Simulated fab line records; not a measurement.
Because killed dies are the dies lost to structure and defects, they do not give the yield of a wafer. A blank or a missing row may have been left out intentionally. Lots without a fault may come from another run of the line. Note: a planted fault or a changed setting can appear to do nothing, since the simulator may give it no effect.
Which of the tools did it? + flow gf180mcu + 7 lots with 21 wafers sampled at 2 steps, on a route of 602 steps

WHAT EACH GAUGE READ, for each wafer
GF_M5_OVL_MEAS_08.
| lot  | measured     | on         | M5_OVL (nm) |
|------|--------------|------------|-------------|
| L511 | day 26 12:04 | overlay-01 | 5 -8 3      |
| L514 | day 27 12:52 | overlay-01 | -14 -3 -6   |
| L516 | day 28 05:55 | overlay-02 | -8 2 1      |
| L518 | day 28 19:28 | overlay-01 | -2 -8 0     |
| L526 | day 31 09:31 | overlay-01 | 4 3 0       |
| L529 | day 31 20:17 | overlay-01 | -2 -3 -6    |
| L532 | day 32 11:35 | overlay-02 | -3 -8 0     |

WHAT TOOL EACH LOT RAN ON (gives the tool, then ch and the chambers of the sampled wafers, and finally the start)
| lot  | GF_VT_IMPLANT_STRIP_20               |
|------|--------------------------------------|
| L511 | plasma-asher-02 ch 0,1, day 6 12:41  |
| L514 | plasma-asher-02 ch 0,1, day 7 04:59  |
| L516 | plasma-asher-04 ch 0,1, day 7 18:34  |
| L518 | plasma-asher-01 ch 0,1, day 8 07:52  |
| L526 | plasma-asher-02 ch 0,1, day 10 14:08 |
| L529 | plasma-asher-01 ch 0,1, day 11 07:36 |
| L532 | plasma-asher-01 ch 0, day 11 23:21   |
- GF_VT_IMPLANT_STRIP_20: strips in O2/N2.

THE ANSWER, worked out from the rows above alone
Rule: the lots themselves supply what counts as usual. The widest of any qualifying gaps counts: lots, ordered by their means at a reading, are off when they make up no more than a third of the lots, leave a main group of 4 or more, and stand apart from it by 3 or more times the standard deviation of that group's means. If all means in a main group match to the digits the tables above print for the reading, that group is not used. Also off: a lot with no number at a reading for which 4 or more lots have one. Where the step has rows for the other lots, those lots are counted as sound.
Across all readings shown, no lot is off: no conclusion can be drawn from this.

WHAT WAS PUT IN BY THE SIMULATOR
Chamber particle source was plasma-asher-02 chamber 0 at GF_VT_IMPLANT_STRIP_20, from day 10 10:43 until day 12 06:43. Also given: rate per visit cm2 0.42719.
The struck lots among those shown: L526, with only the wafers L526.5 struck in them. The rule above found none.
